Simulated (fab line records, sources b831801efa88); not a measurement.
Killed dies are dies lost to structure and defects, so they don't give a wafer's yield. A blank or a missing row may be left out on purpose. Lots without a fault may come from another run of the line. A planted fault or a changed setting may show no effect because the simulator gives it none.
fab line records | flow sky130
record lots=6 wafers=18 last_day=50
route steps=708 shown SD_P@327 RES_XHIGH@332 SD_N@342 SALICIDE@361 LI_CONTACT@362 PAD_OPEN@708
lots that met no fault: from a run of the same line without faults
start_h: hours from the record's first day to the start of the lot's first wafer shown | wait_h: hours since the lot's step before | " the same as in the row above | L1.1+2: a row that stands for several wafers | - no value, or no start given | * or withheld: withheld | < > ~ a bound
route shown NAME@n: a module of which the file shows steps, and the number in the route of the first | usual: mean/standard deviation of fault-free wafers | same: alike in all rows | chamber/n: place in a boat | sites: the reading at each site | _std_site: their standard deviation | _edge_site: outer sites' mean less inner sites' | radius_mm: how far each site lies from the wafer's centre | mask NAME#n: copy n | behind: the tool/chamber that last shaped the wafer | hold: why the lot was held/for how many hours/how that ended | device: the transistor (n, p or np) that didn't switch | end of line: the same wafers' tests at the end of the route | a step without rows: its recipe alone | killed: dies lost to structure and defects at the first sort, not the wafer's yield | map: a wafer's dies, x killed, . not, _ none there
set.NAME: the setting as run; set.NAME@STEP: as run at that earlier step | model.NAME: the simulator's own value behind a step, which no gauge read
lots at some steps of the route; a table a step, a row a wafer
services: from which hour (start_h, from the record's first day; less than 0 if before it) a tool's chamber was out of use, for how many hours, and why
## steps
# step SKY_SD_P_CD_MEAS_07
# recipe target_cd_nm=380
# usual cd_nm=380.4/2.5
# columns lot.wafer tool chamber start_h wait_h cd_nm
L677.1 cd_sem-01 - 648.19 0.1 379.7
L677.5 " - " " 379.0
L677.6 " - " " 379.5
L682.2 cd_sem-01 - 684.21 0.1 377.9
L682.4 " - " " 379.0
L682.6 " - " " 378.3
L683.1 cd_sem-02 - 691.19 0.1 383.4
L683.3 " - " " 381.3
L683.6 " - " " 383.0
L685.2 cd_sem-02 - 708.90 0.1 382.6
L685.4 " - " " 384.0
L685.5 " - " " 381.2
L691.2 cd_sem-01 - 753.40 0.1 378.5
L691.4 " - " " 382.0
L691.6 " - " " 381.5
L692.2 cd_sem-02 - 765.46 0.1 384.6
L692.3 " - " " 383.8
L692.5 " - " " 381.8
# step SKY_SD_P_OVL_MEAS_08
# usual SD_P_OVL=-1.4/1.4
# columns lot.wafer tool chamber start_h wait_h SD_P_OVL[nm]
L677.1 overlay-01 - 648.31 0.1 -0.1
L677.5 " - " " -1.7
L677.6 " - " " 1.3
L682.2 overlay-02 - 684.32 0.1 -1.0
L682.4 " - " " -1.4
L682.6 " - " " -2.1
L683.1 overlay-01 - 691.31 0.1 -0.1
L683.3 " - " " -0.5
L683.6 " - " " 0.7
L685.2 overlay-02 - 709.01 0.1 -0.9
L685.4 " - " " -1.0
L685.5 " - " " -1.7
L691.2 overlay-01 - 753.51 0.1 -0.2
L691.4 " - " " -1.2
L691.6 " - " " -2.3
L692.2 overlay-01 - 765.57 0.1 -1.3
L692.3 " - " " -1.1
L692.5 " - " " -2.9
# step SKY_SD_P_IMPLANT_09
# recipe species=BF2 energy_kev=20 dose_cm2=3e+15 tilt_deg=0
# step SKY_SD_P_STRIP_10
# recipe chemistry=O2/N2 power_w=1400 pressure_mtorr=1500 platen_temp_c=withheld o2_flow_sccm=3000 n2_flow_sccm=300 overash_fraction=0.5
# usual drypump_motor_current_A=5.90/0.28 oes_product_au=0.618/0.0047 strip_time_to_endpoint_s=17.51/0.038
# columns lot.wafer tool chamber start_h wait_h drypump_motor_current_A oes_product_au rf_hours_counter_h strip_time_to_endpoint_s
L677.1 plasma_asher-01 0 648.49 0.1 5.81 0.621 96 17.47
L677.5 " 0 " " 5.82 0.610 - 17.54
L677.6 " 1 " " 5.49 0.614 - 17.51
L682.2 plasma_asher-01 0 684.50 0.1 5.78 0.606 99 17.47
L682.4 " 1 " " 5.48 0.615 - 17.47
L682.6 " 1 " " 5.48 0.621 - 17.55
L683.1 plasma_asher-04 0 691.49 0.1 6.22 0.624 27 17.55
L683.3 " 1 " " 6.08 0.617 - 17.55
L683.6 " 0 " " 6.23 0.622 - 17.50
L685.2 plasma_asher-01 1 709.19 0.1 5.48 0.611 102 17.46
L685.4 " 0 " " 5.80 0.617 - 17.46
L685.5 " 1 " " 5.47 0.613 - 17.48
L691.2 plasma_asher-04 0 753.69 0.1 6.25 0.619 33 17.48
L691.4 " 1 " " 6.11 0.618 - 17.49
L691.6 " 1 " " 6.10 0.621 - 17.49
L692.2 plasma_asher-03 1 765.75 0.1 6.20 0.619 61 17.46
L692.3 " 0 " " 5.71 0.623 - 17.48
L692.5 " 0 " " 5.71 0.617 - 17.55
# step SKY_SD_P_TW_MEAS_11
# usual SD_P_TW=2817/19
# columns lot.wafer tool chamber start_h wait_h SD_P_TW
L677.1 film_metro-01 - 648.59 0.1 2823
L677.5 " - " " 2837
L677.6 " - " " 2818
L682.2 film_metro-03 - 684.61 0.1 2826
L682.4 " - " " 2827
L682.6 " - " " 2829
L683.1 film_metro-03 - 691.59 0.1 2836
L683.3 " - " " 2849
L683.6 " - " " 2828
L685.2 film_metro-01 - 709.30 0.1 2833
L685.4 " - " " 2819
L685.5 " - " " 2837
L691.2 film_metro-01 - 753.80 0.1 2832
L691.4 " - " " 2820
L691.6 " - " " 2823
L692.2 film_metro-02 - 765.86 0.1 2792
L692.3 " - " " 2793
L692.5 " - " " 2805
# step SKY_RES_XHIGH_DEHYDRATE_00
# recipe temp_c=200 time_s=60
# step SKY_RES_XHIGH_HMDS_01
# recipe prime_time_s=60 prime_temp_c=120
# step SKY_RES_XHIGH_COAT_02
# recipe resist=NOVOLAK spin_rpm=3000 resist_thk_nm=1140
# step SKY_RES_XHIGH_SOFTBAKE_03
# recipe temp_c=90 time_s=60 resist=NOVOLAK
# step SKY_RES_XHIGH_EXPOSE_04
# recipe mask_id=URPM na=0.6 source_shape=conventional sigma_outer=0.6 polarization=unpolarized target_cd_nm=1270 dose_mj=140
# step SKY_RES_XHIGH_PEB_05
# recipe temp_c=withheld time_s=* resist=NOVOLAK
# step SKY_RES_XHIGH_DEVELOP_06
# recipe resist=NOVOLAK developer=TMAH develop_time_s=60 dev_temp_c=23
# step SKY_RES_XHIGH_IMPLANT_07
# recipe species=BF2 energy_kev=20 dose_cm2=3.6e+14 tilt_deg=0
# same implant_ion_amu=49
# columns lot.wafer tool chamber start_h wait_h
L677.1+5+6 implanter-02 0 676.94 0.1
L682.2+4+6 implanter-01 0 711.97 0.1
L683.1+3+6 implanter-03 0 719.49 0.1
L685.2+4+5 implanter-02 0 736.46 0.1
L691.2+4+6 implanter-01 0 780.42 0.1
L692.2+3+5 implanter-01 0 792.28 0.1
# step SKY_RES_XHIGH_STRIP_08
# recipe chemistry=O2/N2 power_w=1400 pressure_mtorr=1500 platen_temp_c=withheld o2_flow_sccm=3000 n2_flow_sccm=300 overash_fraction=0.5
# usual drypump_motor_current_A=5.98/0.29 oes_product_au=0.711/0.005 strip_time_to_endpoint_s=14.28/0.037
# columns lot.wafer tool chamber start_h wait_h drypump_motor_current_A oes_product_au rf_hours_counter_h strip_time_to_endpoint_s
L677.1 plasma_asher-04 0 677.09 0.1 6.25 0.706 26 14.30
L677.5 " 1 " " 6.09 0.707 - 14.31
L677.6 " 0 " " 6.25 0.712 - 14.35
L682.2 plasma_asher-04 0 712.09 0.1 6.23 0.707 29 14.24
L682.4 " 0 " " 6.23 0.711 - 14.28
L682.6 " 1 " " 6.11 0.719 - 14.27
L683.1 plasma_asher-01 0 719.64 0.1 5.82 0.718 103 14.25
L683.3 " 1 " " 5.48 0.703 - 14.28
L683.6 " 1 " " 5.53 0.708 - 14.24
L685.2 plasma_asher-02 0 736.59 0.1 6.02 0.716 94 14.30
L685.4 " 0 " " 6.04 0.702 - 14.31
L685.5 " 1 " " 6.35 0.720 - 14.29
L691.2 plasma_asher-04 1 780.54 0.1 6.10 0.701 36 14.21
L691.4 " 0 " " 6.24 0.716 - 14.25
L691.6 " 1 " " 6.11 0.714 - 14.22
L692.2 plasma_asher-02 0 792.40 0.1 6.06 0.707 100 14.32
L692.3 " 0 " " 6.03 0.721 - 14.32
L692.5 " 0 " " 6.00 0.713 - 14.31
# step SKY_RES_XHIGH_TW_MEAS_09
# usual RES_XHIGH_TW=1634/11
# columns lot.wafer tool chamber start_h wait_h RES_XHIGH_TW
L677.1 film_metro-03 - 677.19 0.1 1653
L677.5 " - " " 1651
L677.6 " - " " 1647
L682.2 film_metro-02 - 712.20 0.1 1632
L682.4 " - " " 1625
L682.6 " - " " 1629
L683.1 film_metro-01 - 719.74 0.1 1650
L683.3 " - " " 1638
L683.6 " - " " 1647
L685.2 film_metro-02 - 736.70 0.1 1615
L685.4 " - " " 1613
L685.5 " - " " 1624
L691.2 film_metro-01 - 780.65 0.1 1637
L691.4 " - " " 1632
L691.6 " - " " 1628
L692.2 film_metro-03 - 792.51 0.1 1634
L692.3 " - " " 1624
L692.5 " - " " 1629
# step SKY_SD_N_DEHYDRATE_00
# recipe temp_c=200 time_s=60
# step SKY_SD_N_HMDS_01
# recipe prime_time_s=60 prime_temp_c=120
# step SKY_SD_N_COAT_02
# recipe resist=NOVOLAK spin_rpm=3000 resist_thk_nm=1140
# step SKY_SD_N_SOFTBAKE_03
# recipe temp_c=90 time_s=60 resist=NOVOLAK
# step SKY_SD_N_EXPOSE_04
# recipe mask_id=NSDM na=0.6 source_shape=conventional sigma_outer=0.6 polarization=unpolarized target_cd_nm=380 dose_mj=141
# step SKY_SD_N_PEB_05
# recipe temp_c=withheld time_s=* resist=NOVOLAK
# step SKY_SD_N_DEVELOP_06
# recipe resist=NOVOLAK developer=TMAH develop_time_s=60 dev_temp_c=23
# step SKY_SD_N_CD_MEAS_07
# recipe target_cd_nm=380
# usual cd_nm=380.2/2.1
# columns lot.wafer tool chamber start_h wait_h cd_nm
L677.1 cd_sem-01 - 705.40 0.1 380.5
L677.5 " - " " 380.2
L677.6 " - " " 379.6
L682.2 cd_sem-01 - 739.32 0.1 379.6
L682.4 " - " " 378.4
L682.6 " - " " 379.2
L683.1 cd_sem-02 - 746.74 0.1 383.8
L683.3 " - " " 381.4
L683.6 " - " " 383.0
L685.2 cd_sem-01 - 762.92 0.1 377.3
L685.4 " - " " 379.6
L685.5 " - " " 379.1
L691.2 cd_sem-02 - 806.80 0.1 381.5
L691.4 " - " " 381.7
L691.6 " - " " 379.4
L692.2 cd_sem-01 - 818.16 0.1 379.0
L692.3 " - " " 381.4
L692.5 " - " " 379.4
# step SKY_SD_N_OVL_MEAS_08
# usual SD_N_OVL=0.9/1.1
# columns lot.wafer tool chamber start_h wait_h SD_N_OVL[nm]
L677.1 overlay-01 - 705.52 0.1 -0.6
L677.5 " - " " 0.0
L677.6 " - " " 0.7
L682.2 overlay-01 - 739.43 0.1 -0.7
L682.4 " - " " 0.2
L682.6 " - " " 0.6
L683.1 overlay-01 - 746.86 0.1 1.4
L683.3 " - " " 2.4
L683.6 " - " " 2.4
L685.2 overlay-02 - 763.03 0.1 -1.2
L685.4 " - " " 0.9
L685.5 " - " " 1.2
L691.2 overlay-02 - 806.91 0.1 -0.5
L691.4 " - " " -0.8
L691.6 " - " " 0.8
L692.2 overlay-02 - 818.27 0.1 0.5
L692.3 " - " " 0.6
L692.5 " - " " 0.2
# step SKY_SD_N_IMPLANT_09
# recipe species=As energy_kev=50 dose_cm2=4e+15 tilt_deg=0
# step SKY_SD_N_IMPLANT_10
# recipe species=P energy_kev=20 dose_cm2=1e+14 tilt_deg=0
# step SKY_SD_N_STRIP_11
# recipe chemistry=O2/N2 power_w=1400 pressure_mtorr=1500 platen_temp_c=withheld o2_flow_sccm=3000 n2_flow_sccm=300 overash_fraction=0.5
# usual drypump_motor_current_A=6.13/0.19 oes_product_au=0.528/0.0046 strip_time_to_endpoint_s=22.56/0.043
# columns lot.wafer tool chamber start_h wait_h drypump_motor_current_A oes_product_au rf_hours_counter_h strip_time_to_endpoint_s
L677.1 plasma_asher-03 0 705.86 0.1 5.72 0.536 55 22.56
L677.5 " 1 " " 6.19 0.516 - 22.58
L677.6 " 0 " " 5.72 0.525 - 22.55
L682.2 plasma_asher-02 1 739.76 0.1 6.35 0.526 95 22.48
L682.4 " 0 " " 6.11 0.527 - 22.47
L682.6 " 0 " " 6.11 0.529 - 22.56
L683.1 plasma_asher-03 0 747.20 0.1 5.69 0.526 60 22.55
L683.3 " 0 " " 5.71 0.526 - 22.57
L683.6 " 0 " " 5.70 0.530 - 22.53
L685.2 plasma_asher-02 1 763.36 0.1 6.30 0.522 97 22.56
L685.4 " 1 " " 6.34 0.522 - 22.55
L685.5 " 0 " " 6.08 0.528 - 22.54
L691.2 plasma_asher-02 1 807.24 0.1 6.34 0.523 102 22.47
L691.4 " 0 " " 6.05 0.521 - 22.50
L691.6 " 1 " " 6.34 0.526 - 22.47
L692.2 plasma_asher-03 1 818.60 0.1 6.17 0.518 67 22.59
L692.3 " 0 " " 5.70 0.533 - 22.57
L692.5 " 0 " " 5.70 0.522 - 22.59
# step SKY_SD_N_TW_MEAS_12
# usual SD_N_TW=3966/25
# columns lot.wafer tool chamber start_h wait_h SD_N_TW
L677.1 film_metro-03 - 705.96 0.1 3980
L677.5 " - " " 3970
L677.6 " - " " 3950
L682.2 film_metro-02 - 739.87 0.1 3910
L682.4 " - " " 3907
L682.6 " - " " 3921
L683.1 film_metro-01 - 747.30 0.1 3974
L683.3 " - " " 3978
L683.6 " - " " 3980
L685.2 film_metro-01 - 763.47 0.1 3975
L685.4 " - " " 3962
L685.5 " - " " 3982
L691.2 film_metro-02 - 807.35 0.1 3936
L691.4 " - " " 3941
L691.6 " - " " 3945
L692.2 film_metro-01 - 818.71 0.1 3977
L692.3 " - " " 3985
L692.5 " - " " 3971
# step SKY_SD_N_CLEAN_13
# recipe chemistry=SC1/SC2 mix=1:4:20 temp_c=70 time_s=150 dry=n2_spin
# step SKY_SD_N_RTA_14
# recipe temp_c=1075 time_s=2 idle_temp_c=650 ramp_up_c_per_s=150 ramp_down_c_per_s=90 ambient=N2
# usual lamp_power_pct=15.74/0.053 wafer_temp_C_max=1078.0/1.3
# columns lot.wafer tool chamber start_h wait_h lamp_power_pct wafer_temp_C_max
L677.1 rtp_anneal-01 0 706.07 0.0 15.76 1078.7
L677.5 " 0 " " 15.76 1077.3
L677.6 " 0 " " 15.79 1078.1
L682.2 rtp_anneal-02 0 739.98 0.0 15.78 1079.1
L682.4 " 0 " " 15.74 1078.4
L682.6 " 0 " " 15.76 1079.3
L683.1 rtp_anneal-01 0 747.41 0.0 15.78 1079.9
L683.3 " 0 " " 15.81 1080.3
L683.6 " 0 " " 15.78 1078.3
L685.2 rtp_anneal-01 0 763.58 0.0 15.71 1078.3
L685.4 " 0 " " 15.70 1078.4
L685.5 " 0 " " 15.70 1077.7
L691.2 rtp_anneal-01 0 807.50 0.0 15.72 1078.9
L691.4 " 0 " " 15.82 1077.3
L691.6 " 0 " " 15.76 1077.8
L692.2 rtp_anneal-02 0 818.82 0.0 15.85 1077.7
L692.3 " 0 " " 15.65 1077.8
L692.5 " 0 " " 15.77 1077.1
# step SKY_SD_N_RS_MEAS_16
# recipe thk_meas_gauge=four-point-probe
# usual SD_N_RS=68.47/0.1
# columns lot.wafer tool chamber start_h wait_h SD_N_RS[ohm/sq]
L677.1 film_metro-02 - 706.24 0.1 68.36
L677.5 " - " " 68.44
L677.6 " - " " 68.49
L682.2 film_metro-02 - 740.16 0.1 68.47
L682.4 " - " " 68.40
L682.6 " - " " 68.62
L683.1 film_metro-03 - 747.58 0.1 68.45
L683.3 " - " " 68.54
L683.6 " - " " 68.38
L685.2 film_metro-03 - 763.76 0.1 68.63
L685.4 " - " " 68.58
L685.5 " - " " 68.65
L691.2 film_metro-03 - 807.69 0.1 68.32
L691.4 " - " " 68.60
L691.6 " - " " 68.23
L692.2 film_metro-02 - 819.00 0.1 68.62
L692.3 " - " " 68.38
L692.5 " - " " 68.48
# step SKY_SD_N_RS_MEAS_17
# recipe thk_meas_gauge=four-point-probe
# usual SD_P_RS=147.0/0.33
# columns lot.wafer tool chamber start_h wait_h SD_P_RS[ohm/sq]
L677.1 film_metro-02 - 706.36 0.1 146.9
L677.5 " - " " 147.1
L677.6 " - " " 146.6
L682.2 film_metro-02 - 740.28 0.1 146.6
L682.4 " - " " 146.8
L682.6 " - " " 147.5
L683.1 film_metro-03 - 747.70 0.1 147.0
L683.3 " - " " 146.9
L683.6 " - " " 147.3
L685.2 film_metro-03 - 763.88 0.1 147.3
L685.4 " - " " 147.3
L685.5 " - " " 147.8
L691.2 film_metro-03 - 807.81 0.1 146.8
L691.4 " - " " 147.5
L691.6 " - " " 146.9
L692.2 film_metro-02 - 819.12 0.1 147.5
L692.3 " - " " 146.8
L692.5 " - " " 147.4
# step SKY_SD_N_RS_MEAS_18
# recipe thk_meas_gauge=four-point-probe
# usual RES_XHIGH_RS=332.9/1.2
# columns lot.wafer tool chamber start_h wait_h RES_XHIGH_RS[ohm/sq]
L677.1 film_metro-02 - 706.48 0.1 331.8
L677.5 " - " " 330.1
L677.6 " - " " 331.5
L682.2 film_metro-02 - 740.40 0.1 333.1
L682.4 " - " " 332.1
L682.6 " - " " 331.7
L683.1 film_metro-03 - 747.82 0.1 333.2
L683.3 " - " " 332.5
L683.6 " - " " 331.3
L685.2 film_metro-03 - 764.00 0.1 332.2
L685.4 " - " " 332.6
L685.5 " - " " 332.1
L691.2 film_metro-03 - 807.93 0.1 335.8
L691.4 " - " " 334.9
L691.6 " - " " 335.5
L692.2 film_metro-02 - 819.24 0.1 337.4
L692.3 " - " " 336.3
L692.5 " - " " 335.7
# step SKY_SALICIDE_CLEAN_00
# recipe chemistry=HF-last time_s=30 dilution=100:1 dry=ipa_marangoni
# step SKY_LI_CONTACT_HDPCVD_00
# recipe material=PSG target_thk_nm=930 sigma_open_frac=0.3 time_s=155 temp_c=600 sih4_flow_sccm=60 pressure_mtorr=6
# step SKY_LI_CONTACT_THK_MEAS_01
# recipe reads=PSG_of_LI_CONTACT_HDPCVD_00
# usual LI_CONTACT_HDPCVD_THK=934/14
# columns lot.wafer tool chamber start_h wait_h LI_CONTACT_HDPCVD_THK[nm]
L677.1 film_metro-03 - 706.77 0.1 921
L677.5 " - " " 923
L677.6 " - " " 945
L682.2 film_metro-01 - 740.63 0.1 926
L682.4 " - " " 918
L682.6 " - " " 912
L683.1 film_metro-01 - 748.07 0.1 942
L683.3 " - " " 941
L683.6 " - " " 938
L685.2 film_metro-03 - 764.25 0.1 942
L685.4 " - " " 931
L685.5 " - " " 938
L691.2 film_metro-02 - 808.16 0.1 924
L691.4 " - " " 928
L691.6 " - " " 934
L692.2 film_metro-03 - 819.47 0.1 919
L692.3 " - " " 930
L692.5 " - " " 922
# step SKY_LI_CONTACT_CMP_02
# recipe material=PSG down_force_psi=4 platen_rpm=60 pad_velocity_m_s=0.94248
# usual motor_current_A=12.7/0.72 slurry_flow_ml_min=150.0/0.41 time_to_endpoint_s=32.3/2.7
# columns lot.wafer tool chamber start_h wait_h motor_current_A slurry_flow_ml_min time_to_endpoint_s
L677.1 cmp-02 0 706.98 0.2 13.4 150.0 31.7
L677.5 " 1 " " 11.7 149.8 34.9
L677.6 " 2 " " 11.6 149.8 35.7
L682.2 cmp-02 2 740.71 0.1 11.8 149.6 32.4
L682.4 " 1 " " 12.5 150.0 31.1
L682.6 " 3 " " 12.7 150.8 35.0
L683.3 cmp-02 3 748.51 0.4 12.4 150.2 34.6
L683.1 " 0 " " 12.9 150.6 31.8
L683.6 " 2 " " 11.8 149.9 33.0
L685.2 cmp-01 2 764.30 0.0 12.7 149.5 32.0
L685.4 " 3 " " 12.5 150.4 30.0
L685.5 " 2 " " 12.9 149.5 31.3
L691.4 cmp-01 0 808.26 0.1 13.5 150.4 30.0
L691.2 " 2 " " 13.6 149.4 32.9
L691.6 " 3 " " 12.5 149.8 29.3
L692.2 cmp-01 2 819.57 0.1 13.0 150.0 30.2
L692.3 " 0 " " 13.4 149.8 30.1
L692.5 " 1 " " 12.6 149.5 27.2
# step SKY_LI_CONTACT_BOW_MEAS_03
# recipe mode=bow
# usual LI_CONTACT_BOW=54/6.5
# columns lot.wafer tool chamber start_h wait_h LI_CONTACT_BOW[um]
L677.1 film_metro-03 - 707.13 0.1 59
L677.5 " - " " 49
L677.6 " - " " 54
L682.2 film_metro-01 - 741.03 0.3 48
L682.4 " - " " 66
L682.6 " - " " 60
L683.1 film_metro-03 - 748.76 0.1 43
L683.3 " - " " 45
L683.6 " - " " 47
L685.2 film_metro-03 - 764.62 0.3 66
L685.4 " - " " 58
L685.5 " - " " 57
L691.2 film_metro-03 - 808.53 0.1 65
L691.4 " - " " 56
L691.6 " - " " 45
L692.2 film_metro-02 - 819.84 0.2 61
L692.3 " - " " 65
L692.5 " - " " 58
# step SKY_LI_CONTACT_DEHYDRATE_04
# recipe temp_c=200 time_s=60
# step SKY_LI_CONTACT_HMDS_05
# recipe prime_time_s=60 prime_temp_c=120
# step SKY_LI_CONTACT_COAT_06
# recipe resist=BARC temp_c=withheld time_s=withheld spin_rpm=3000 resist_thk_nm=60
# step SKY_PAD_OPEN_PROBE_99
# usual killed_at_M0_to_M3=43/6.8 killed_at_M4_up=3.3/2.1 killed_at_contacts=24/5 killed_at_front_end=15/4.4 killed_at_other=0.3/0.57 killed_dies=86/9.7 killed_open=47/7.3 killed_short=39/6.1
# same gross_dies=492 killed_at_back_side=0
# columns lot.wafer tool chamber start_h wait_h killed_at_M0_to_M3 killed_at_M4_up killed_at_contacts killed_at_front_end killed_at_other killed_dies killed_open killed_short model.etest.res_xhigh_po.rs_ohm_sq_range
L677.1 prober-02 - 1120.82 0.1 40 1 26 11 0 78 43 35 33.17
L677.5 prober-02 - 1121.02 0.2 39 3 19 16 0 77 33 44 36.54
L677.6 prober-02 - 1121.07 0.2 49 3 23 18 1 94 59 34 22.9
L682.2 prober-01 - 1143.43 0.1 45 7 23 8 0 83 39 42 59.66
L682.4 prober-01 - 1143.53 0.2 48 6 22 8 0 84 40 44 57.24
L682.6 prober-01 - 1143.63 0.2 46 6 23 14 0 89 46 43 48.02
L683.1 prober-02 - 1150.95 0.1 44 7 23 27 0 101 56 45 72.08
L683.3 prober-02 - 1151.05 0.2 45 1 28 15 1 90 47 43 94.97
L683.6 prober-02 - 1151.20 0.2 38 6 21 13 0 78 43 35 114.2
L685.2 prober-02 - 1157.37 0.1 46 3 29 20 0 98 51 45 53.08
L685.4 prober-02 - 1157.47 0.2 38 5 34 16 0 93 55 37 49.94
L685.5 prober-02 - 1157.52 0.2 39 1 29 13 0 82 46 36 51.46
L691.2 prober-02 - 1186.76 0.1 48 4 25 17 0 94 55 39 271.8
L691.4 prober-02 - 1186.86 0.2 44 4 31 18 0 97 54 43 257.4
L691.6 prober-02 - 1186.96 0.2 33 0 15 21 0 69 33 36 285
L692.2 prober-01 - 1195.20 0.1 53 4 26 20 0 103 59 44 322.4
L692.3 prober-01 - 1195.25 0.2 49 4 16 17 0 86 41 44 331.2
L692.5 prober-01 - 1195.35 0.2 51 3 19 25 0 98 54 42 345.4
# killed by level:class
L677.1 CONTACT:geometric_particle:open=10 VIA1:geometric_particle:open=10 LI_CONTACT:geometric_particle:open=7 METAL2:geometric_particle:short=6 VIA1:geometric_particle:short=5 CONTACT:geometric_particle:short=4 METAL1:geometric_particle:short=4 VIA2:geometric_particle:open=4
L677.5 CONTACT:geometric_particle:open=8 POLY_GATE:geometric_particle:short=6 VIA1:geometric_particle:short=6 VIA1:geometric_particle:open=6 VIA2:geometric_particle:short=6 METAL2:geometric_particle:short=5 METAL3:geometric_particle:short=5 VIA3:geometric_particle:open=5
L677.6 VIA3:geometric_particle:open=11 VIA1:geometric_particle:open=10 CONTACT:geometric_particle:open=9 VIA2:geometric_particle:open=8 POLY_GATE:geometric_particle:open=6 CONTACT:geometric_particle:short=5 VIA1:geometric_particle:short=5 LI_CONTACT:geometric_particle:open=4
L682.2 LI_CONTACT:geometric_particle:open=9 CONTACT:geometric_particle:short=9 VIA1:geometric_particle:open=8 METAL2:geometric_particle:short=7 VIA1:geometric_particle:short=6 VIA3:geometric_particle:open=6 VIA2:geometric_particle:open=5 METAL1:geometric_particle:short=4
L682.4 CONTACT:geometric_particle:open=9 VIA1:geometric_particle:open=8 VIA2:geometric_particle:open=8 VIA1:geometric_particle:short=7 METAL2:geometric_particle:short=6 LI_CONTACT:geometric_particle:open=5 METAL4:geometric_particle:short=5 CONTACT:geometric_particle:short=4
L682.6 VIA1:geometric_particle:open=9 LI_CONTACT:geometric_particle:open=7 CONTACT:geometric_particle:open=7 FIELD_ISO:geometric_particle:open=6 METAL4:geometric_particle:short=6 VIA1:geometric_particle:short=5 METAL2:geometric_particle:short=5 METAL3:geometric_particle:short=5
L683.1 CONTACT:geometric_particle:open=12 POLY_GATE:geometric_particle:open=9 FIELD_ISO:geometric_particle:open=7 METAL4:geometric_particle:short=7 VIA1:geometric_particle:open=7 FIELD_ISO:geometric_particle:short=6 METAL1:geometric_particle:short=6 METAL2:geometric_particle:short=6
L683.3 CONTACT:geometric_particle:open=10 METAL2:geometric_particle:short=8 LI_CONTACT:geometric_particle:open=8 VIA3:geometric_particle:open=8 VIA1:geometric_particle:short=7 VIA1:geometric_particle:open=7 LOCAL_INTERCONNECT:geometric_particle:short=5 METAL1:geometric_particle:short=4
L683.6 VIA2:geometric_particle:open=10 CONTACT:geometric_particle:open=9 VIA1:geometric_particle:open=6 FIELD_ISO:geometric_particle:open=5 LI_CONTACT:geometric_particle:open=5 METAL1:geometric_particle:short=4 VIA3:geometric_particle:short=4 POLY_GATE:geometric_particle:open=3
L685.2 CONTACT:geometric_particle:open=11 VIA1:geometric_particle:short=10 VIA1:geometric_particle:open=8 LI_CONTACT:geometric_particle:open=8 VIA2:geometric_particle:open=7 FIELD_ISO:geometric_particle:open=6 CONTACT:geometric_particle:short=5 FIELD_ISO:geometric_particle:short=4
L685.4 LI_CONTACT:geometric_particle:open=11 VIA1:geometric_particle:open=11 CONTACT:geometric_particle:open=10 VIA1:geometric_particle:short=6 VIA3:geometric_particle:open=6 POLY_GATE:geometric_particle:open=5 METAL2:geometric_particle:short=5 VIA2:geometric_particle:open=5
L685.5 VIA1:geometric_particle:open=12 CONTACT:geometric_particle:short=8 LI_CONTACT:geometric_particle:open=6 CONTACT:geometric_particle:open=6 VIA1:geometric_particle:short=6 FIELD_ISO:geometric_particle:short=4 LOCAL_INTERCONNECT:geometric_particle:open=4 VIA2:geometric_particle:open=4
L691.2 VIA3:geometric_particle:open=10 CONTACT:geometric_particle:open=8 VIA1:geometric_particle:open=8 LI_CONTACT:geometric_particle:open=7 METAL2:geometric_particle:short=7 METAL1:geometric_particle:short=7 LOCAL_INTERCONNECT:geometric_particle:short=6 VIA2:geometric_particle:open=5
L691.4 VIA1:geometric_particle:open=14 LI_CONTACT:geometric_particle:open=9 CONTACT:geometric_particle:open=9 POLY_GATE:geometric_particle:open=6 VIA2:geometric_particle:open=6 CONTACT:geometric_particle:short=5 LOCAL_INTERCONNECT:geometric_particle:short=5 METAL1:geometric_particle:short=4
L691.6 VIA1:geometric_particle:open=10 FIELD_ISO:geometric_particle:short=8 CONTACT:geometric_particle:open=7 METAL1:geometric_particle:short=6 METAL3:geometric_particle:short=6 POLY_GATE:geometric_particle:short=4 LI_CONTACT:geometric_particle:open=4 VIA1:geometric_particle:short=4
L692.2 VIA1:geometric_particle:open=12 VIA2:geometric_particle:open=12 LI_CONTACT:geometric_particle:open=9 CONTACT:geometric_particle:open=9 VIA1:geometric_particle:short=8 VIA3:geometric_particle:open=6 FIELD_ISO:geometric_particle:open=5 FIELD_ISO:geometric_particle:short=5
L692.3 CONTACT:geometric_particle:open=10 VIA1:geometric_particle:open=8 VIA3:geometric_particle:open=8 POLY_GATE:geometric_particle:short=6 METAL1:geometric_particle:short=6 VIA1:geometric_particle:short=6 VIA2:geometric_particle:open=5 METAL2:geometric_particle:short=4
L692.5 VIA1:geometric_particle:short=11 VIA1:geometric_particle:open=11 CONTACT:geometric_particle:open=10 POLY_GATE:geometric_particle:open=8 VIA3:geometric_particle:open=6 FIELD_ISO:geometric_particle:open=5 POLY_GATE:geometric_particle:short=5 VIA3:geometric_particle:short=4
## services
# columns tool chamber start_h hours kind
plasma_asher-03 - 643.88 1.2 repair
cmp-02 - 645.85 2.2 repair
rtp_anneal-02 - 654.47 0.8 repair
plasma_asher-01 - 661.18 11.0 repair
cmp-02 - 662.01 0.3 repair
implanter-02 - 671.65 0.5 repair
plasma_asher-03 - 674.02 4.0 pm
cmp-02 - 675.43 0.6 repair
cmp-01 - 714.42 2.3 repair
plasma_asher-04 - 724.47 0.4 repair
cmp-02 - 726.80 4.5 pm
plasma_asher-01 - 733.75 9.0 pm
cmp-01 - 734.23 0.7 repair
cmp-01 - 734.71 1.6 repair
cmp-01 - 738.10 5.7 pm
plasma_asher-04 - 743.99 3.5 repair
cmp-01 - 744.06 4.0 pm
cmp-02 - 763.27 5.4 pm
cmp-02 - 771.91 4.4 repair
plasma_asher-01 - 774.43 13.9 repair
implanter-03 - 778.36 4.9 pm
implanter-02 - 796.87 4.9 pm
plasma_asher-04 - 801.75 8.8 repair
rtp_anneal-01 - 808.87 1.0 pm
## key
first_sign none at tools or gauges
model_effect step=SKY_PAD_OPEN_PROBE_99 value=etest.res_xhigh_po.rs_ohm_sq_range without=80.56 struck=302.2
met_at SKY_RES_XHIGH_IMPLANT_07
struck_wafers L691.2,L691.4,L691.6,L692.2,L692.3,L692.5
tester_left_out L691,L692
onset_between 711.97 780.42
also_fits time
fault kind=process_parameter_drift tool=implanter-01 chamber=- onset_h=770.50 steps=SKY_RES_XHIGH_IMPLANT_07 channel=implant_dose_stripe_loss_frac offset=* shape=step end_h=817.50
# tester_left_out: of these lots the tester's yield and bins aren't shown, on N5 and GAA mostly nor the transistor test; their killed dies are dies lost to structure and defects alone, not to doping, threshold or leakage, so they don't give the yield
